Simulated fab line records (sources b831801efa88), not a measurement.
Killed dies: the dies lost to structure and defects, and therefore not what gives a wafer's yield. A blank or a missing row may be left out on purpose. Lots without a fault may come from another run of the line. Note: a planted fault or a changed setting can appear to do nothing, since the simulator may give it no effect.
The same fault as seen by 2 desks || flow gf180mcu || every desk sees just its own numbers, and what lay behind them comes last

FOR THE TOOL OWNER'S DESK: ilineStepper-02
The tool's own readings at GF_VT_IMPLANT_EXPOSE_37 (exposes mask Nwell HV AREA, target cd 860 nm): means of the sampled wafers that have a number, for each lot that ran on this tool. Any lot whose mean is over 4 standard deviations away from the usual mean is out of limits and marked OUT; that distance is given in the brackets.
Columns: A = stageVelMmS at GF_VT_IMPLANT_EXPOSE_37, usual 499.99 mm/s
{"lot": "L802", "first seen here": "day 7 04:14", "A": 499.73}
{"lot": "L804", "first seen here": "day 7 16:07", "A": 500.02}
{"lot": "L805", "first seen here": "day 8 02:19", "A": 500.29}
{"lot": "L808", "first seen here": "day 8 20:35", "A": 499.95}
{"lot": "L813", "first seen here": "day 10 07:05", "A": 499.91}
{"lot": "L818", "first seen here": "day 11 14:04", "A": 499.96}
Result from this desk: across the 6 lots, nothing is out of limits.

THE METROLOGY DESK
Lot by lot, what the gauges showed, no matter which tool ran the lot: averages of those sampled wafers that carry a number. Any lot whose mean is over 4 standard deviations away from the usual mean is out of limits and marked OUT; that distance is given in the brackets.
Columns: A = VT_IMPLANT_03_OVL at GF_VT_IMPLANT_OVL_MEAS_40, usual 0.2 nm; B = PSD_OVL at GF_PSD_OVL_MEAS_08, usual 0.2 nm
{"lot": "L802", "first seen here": "day 7 12:08", "A": 0.5, "B": 1.4}
{"lot": "L803", "first seen here": "day 7 18:57", "A": 0.3, "B": -0.7}
{"lot": "L804", "first seen here": "day 8 00:22", "A": 0.3, "B": -0.5}
{"lot": "L805", "first seen here": "day 8 10:26", "A": 1.5, "B": -0.6}
{"lot": "L806", "first seen here": "day 8 13:47", "A": 1.4, "B": -1.1}
{"lot": "L807", "first seen here": "day 8 21:27", "A": 2.6, "B": 1.4}
{"lot": "L808", "first seen here": "day 9 04:16", "A": 0.9, "B": 0.6}
{"lot": "L810", "first seen here": "day 9 16:27", "A": -0.5, "B": -0.6}
{"lot": "L811", "first seen here": "day 10 04:52", "A": 1.2, "B": 0.8}
{"lot": "L813", "first seen here": "day 10 14:55", "A": "116.2 (+83) OUT", "B": 2.4}
{"lot": "L815", "first seen here": "day 11 03:56", "A": 0.1, "B": 1.1}
{"lot": "L818", "first seen here": "day 11 23:34", "A": "113.9 (+81) OUT", "B": -0.6}
{"lot": "L821", "first seen here": "day 12 20:01", "A": -0.8, "B": 2.7}
Per this desk, out of limits: L813, L818; the first was L813, day 10 14:55 (VT_IMPLANT_03_OVL at GF_VT_IMPLANT_OVL_MEAS_40). L802, L803, L804, L805, L806, L807, L808, L810, L811, L815, L821: within limits.

TAKEN TOGETHER
L813, L818 would have let the metrology desk raise an alarm at day 10 14:55.
The tool owner's desk saw nothing out of limits.
On record at the tool owner's desk: L813, L818, within its limits.
GF_VT_IMPLANT_EXPOSE_37 was run on ilineStepper-02 by each of the lots named.

WHAT THE SIMULATOR HAD PUT IN
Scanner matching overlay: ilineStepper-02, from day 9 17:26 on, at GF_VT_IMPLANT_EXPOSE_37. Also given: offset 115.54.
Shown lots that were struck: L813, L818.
Per desk, hours elapsed from the start of the fault to the first reading out of limits: for the metrology desk, 21.
